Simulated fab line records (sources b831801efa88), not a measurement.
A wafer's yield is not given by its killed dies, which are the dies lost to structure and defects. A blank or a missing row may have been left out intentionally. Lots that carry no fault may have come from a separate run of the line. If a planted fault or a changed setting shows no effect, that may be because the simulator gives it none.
Which tool did it? ; flow sky130 ; 14 lots, 42 wafers sampled, at 4 steps of a route of 708

== WHAT THE GAUGES READ, wafer by wafer ==
SKY_VIA3_CD_MEAS_12: the cd target is 200 nm. Usual: cd_nm reads 200.7 nm (standard deviation 1.2).
lot;measured;on;cd_nm (nm);flag
L751;day 39 12:33;cd_sem-02;201.9 202.7 202.1;
L752;day 39 18:23;cd_sem-02;201.1 201.0 200.9;
L765;day 43 09:13;cd_sem-01;200.1 200.0 200.5;
L766;day 43 15:19;cd_sem-01;200.5 199.7 200.6;
L767;day 45 00:48;cd_sem-02;201.0 201.6 202.4;
L769;day 45 01:54;cd_sem-02;201.5 201.3 201.4;
L768;day 45 02:29;cd_sem-02;200.8 200.1 199.9;
L770;day 45 03:05;cd_sem-02;203.3 202.9 201.7;
L771;day 45 05:34;cd_sem-02;202.3 201.3 201.9;
L772;day 45 11:20;cd_sem-02;199.8 199.6 201.8;
L773;day 45 14:08;cd_sem-02;199.4 200.2 200.7;
L774;day 45 20:04;cd_sem-02;201.1 201.3 201.6;

== WHAT TOOL EACH LOT RAN ON (gives the tool, then ch and the chambers of the sampled wafers, and finally the start) ==
lot;SKY_POLY_GATE_EXPOSE_10;SKY_CAPM_SPUTTER_02;SKY_CAPM_METAL_ETCH_13
L751;krf_scanner-02 ch 0, day 15 21:39;pvd_sputter-02, day 36 04:52;rie_metal-02 ch 0,1, day 37 07:20
L752;krf_scanner-02 ch 0, day 16 02:49;pvd_sputter-02, day 36 11:58;rie_metal-02 ch 0,1, day 37 14:23
L755;krf_scanner-02, day 17 07:19;-;-
L756;krf_scanner-01, day 18 03:07;-;-
L765;krf_scanner-01 ch 0, day 20 16:58;pvd_sputter-04, day 40 08:01;rie_metal-03 ch 0,1, day 41 08:36
L766;krf_scanner-01 ch 0, day 21 02:52;pvd_sputter-02, day 40 15:43;rie_metal-02 ch 1, day 41 15:39
L767;krf_scanner-02 ch 0, day 22 23:08;pvd_sputter-02, day 42 02:02;rie_metal-04 ch 0,1, day 43 01:20
L769;krf_scanner-01 ch 0, day 22 23:59;pvd_sputter-02, day 42 03:58;rie_metal-02 ch 0,1, day 43 02:26
L768;krf_scanner-02 ch 0, day 23 00:10;pvd_sputter-02, day 42 05:31;rie_metal-04 ch 0,1, day 43 04:09
L770;krf_scanner-01 ch 0, day 23 00:26;pvd_sputter-03, day 42 05:31;rie_metal-02 ch 0,1, day 43 04:29
L771;krf_scanner-02 ch 0, day 23 00:44;pvd_sputter-02, day 42 08:45;rie_metal-04 ch 1, day 43 07:26
L772;krf_scanner-02 ch 0, day 23 09:31;pvd_sputter-02, day 42 12:56;rie_metal-03 ch 0,1, day 43 11:44
L773;krf_scanner-01 ch 0, day 23 16:26;pvd_sputter-02, day 42 17:40;rie_metal-03 ch 0,1, day 43 15:58
L774;krf_scanner-02 ch 0, day 23 23:28;pvd_sputter-04, day 42 23:20;rie_metal-02 ch 0,1, day 43 22:15
- SKY_POLY_GATE_EXPOSE_10: exposes mask P1M, target cd 150 nm.
- SKY_CAPM_SPUTTER_02: material TiN, target thk 200 nm, time 166.7 s.
- SKY_CAPM_METAL_ETCH_13: etches TiN in Cl2/BCl3, stops on SiO2, target depth 220 nm, time 62.9 s.

== AS READ BY THE TOOLS THEMSELVES (means over the sampled wafers that have a number; for cases with no such wafer, the mark the record gives instead) ==
SKY_POLY_GATE_EXPOSE_10. Usual: exposure_dose_mJ_cm2 27.987, standard deviation 0.027; focus_offset_nm 0.1 nm, standard deviation 0.57.
lot;tool;exposure_dose_mJ_cm2;focus_offset_nm (nm);flag
L751;krf_scanner-02;27.970;0.1;
L752;krf_scanner-02;27.976;-0.1;
L755;krf_scanner-02;-;-;OFF
L756;krf_scanner-01;-;-;OFF
L765;krf_scanner-01;28.002;-0.5;
L766;krf_scanner-01;28.000;-0.8;
L767;krf_scanner-02;27.945;0.1;
L769;krf_scanner-01;28.010;0.1;
L768;krf_scanner-02;28.003;0.3;
L770;krf_scanner-01;27.947;0.0;
L771;krf_scanner-02;27.975;0.1;
L772;krf_scanner-02;27.946;-0.8;
L773;krf_scanner-01;27.997;-0.1;
L774;krf_scanner-02;27.993;0.4;

SKY_CAPM_SPUTTER_02. Usual: throttle_valve_pct reads 29.4 % (standard deviation 1.1).
lot;tool;throttle_valve_pct (%);flag
L751;pvd_sputter-02;30.6;
L752;pvd_sputter-02;29.0;
L765;pvd_sputter-04;29.6;
L766;pvd_sputter-02;29.0;
L767;pvd_sputter-02;28.9;
L769;pvd_sputter-02;29.0;
L768;pvd_sputter-02;29.6;
L770;pvd_sputter-03;28.5;
L771;pvd_sputter-02;28.1;
L772;pvd_sputter-02;29.9;
L773;pvd_sputter-02;29.2;
L774;pvd_sputter-04;29.0;

SKY_CAPM_METAL_ETCH_13. Usual: drypump_motor_current_A 6.00 A, standard deviation 0.15; oes_product_au 0.943 a.u., standard deviation 0.008; throttle_valve_pct 21.901 %, standard deviation 0.011.
lot;tool;drypump_motor_current_A (A);oes_product_au (a.u.);throttle_valve_pct (%);flag
L751;rie_metal-02;6.09;0.944;21.905;
L752;rie_metal-02;6.18;0.945;21.895;
L765;rie_metal-03;5.93;0.931;21.900;
L766;rie_metal-02;6.00;0.952;21.888;
L767;rie_metal-04;5.95;0.955;21.900;
L769;rie_metal-02;6.19;0.949;21.895;
L768;rie_metal-04;5.92;0.951;21.890;
L770;rie_metal-02;6.10;0.940;21.899;
L771;rie_metal-04;5.94;0.947;21.896;
L772;rie_metal-03;5.87;0.945;21.903;
L773;rie_metal-03;5.88;0.942;21.903;
L774;rie_metal-02;6.19;0.942;21.908;

== THE ANSWER, worked out from the rows above alone ==
Rule: lot off if the mean of its wafers having a number is beyond 3 standard deviations from the usual mean. Also off: a lot with no number at a reading for which 4 or more lots have one. Where the step has rows for the other lots, those lots are counted as sound. First the gauges in route order, then the tools' own readings, where a lot's mean is used as printed above. The first step at which some lot is off is used, and at that step the reading that is off furthest; a lot without a number counts as furthest.
Off, at SKY_POLY_GATE_EXPOSE_10 on exposure_dose_mJ_cm2: L755, L756. Without a number there: L755, L756.
If a tool, at that step or one of the process steps before it, ran each lot that is off and ran no sound lot following the first of them, it fits. No candidate that was tried fits.

== WHAT THE SIMULATOR PUT IN ==
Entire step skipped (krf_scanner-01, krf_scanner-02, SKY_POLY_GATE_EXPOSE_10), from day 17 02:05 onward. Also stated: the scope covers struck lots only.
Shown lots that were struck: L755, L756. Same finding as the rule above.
